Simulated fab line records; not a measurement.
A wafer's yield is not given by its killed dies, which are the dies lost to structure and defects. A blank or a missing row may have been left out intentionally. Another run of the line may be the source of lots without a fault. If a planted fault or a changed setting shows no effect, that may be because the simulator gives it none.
Chamber matching / flow gf180mcu / GF_V4_CMP_26 on cmp-01: 4 sister chambers
The step polishes, stops on SiO2, t overpolish 15 s, target thk 0 nm. 7 wafers are shown with their chamber, then 7 later ones without.

## WAFERS PAIRED WITH THEIR CHAMBERS
wafer=L802.3; chamber=2; motor current A (A)=12.4; time to endpoint s (s)=83
wafer=L802.6; chamber=3; motor current A (A)=11.9; time to endpoint s (s)=89
wafer=L803.1; chamber=1; motor current A (A)=11.8; time to endpoint s (s)=79
wafer=L803.2; chamber=0; motor current A (A)=8.8; time to endpoint s (s)=85
wafer=L803.6; chamber=2; motor current A (A)=12.0; time to endpoint s (s)=79
wafer=L812.2; chamber=1; motor current A (A)=11.8; time to endpoint s (s)=69
wafer=L812.3; chamber=0; motor current A (A)=8.8; time to endpoint s (s)=86

## WAFERS WHOSE CHAMBER IS MISSING
wafer=L812.6; motor current A (A)=12.4; time to endpoint s (s)=71
wafer=L813.2; motor current A (A)=11.3; time to endpoint s (s)=70
wafer=L813.3; motor current A (A)=9.6; time to endpoint s (s)=88
wafer=L813.5; motor current A (A)=9.2; time to endpoint s (s)=85
wafer=L816.1; motor current A (A)=11.2; time to endpoint s (s)=87
wafer=L816.2; motor current A (A)=12.3; time to endpoint s (s)=88
wafer=L816.4; motor current A (A)=9.0; time to endpoint s (s)=86

## WHICH CHAMBER EACH ONE RAN IN
wafer=L812.6; from the rows above=can't be placed: 2 or 1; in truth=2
wafer=L813.2; from the rows above=1; in truth=1
wafer=L813.3; from the rows above=0; in truth=0
wafer=L813.5; from the rows above=0; in truth=0
wafer=L816.1; from the rows above=can't be placed: 3 or 1 or 2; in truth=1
wafer=L816.2; from the rows above=can't be placed: 2 or 3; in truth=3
wafer=L816.4; from the rows above=0; in truth=0
Placed correctly: 4 of 7. Can't be placed from these rows: 3 (the true chamber is among the candidates in 3). Placed wrongly: 0.
How it was worked out, from the rows above alone: a wafer's distance from a chamber is the root of the sum, over the readings, of the square of ((its reading less the chamber's mean) divided by the reading's scatter). The wafer belongs to the nearest chamber; if the next one is less than 2 further off, it can't be placed. Each chamber's mean is taken over the wafers shown for it. The scatter: the root of (the sum of the squares of (reading less its chamber's mean) over the shown wafers, divided by (wafers less chambers)).
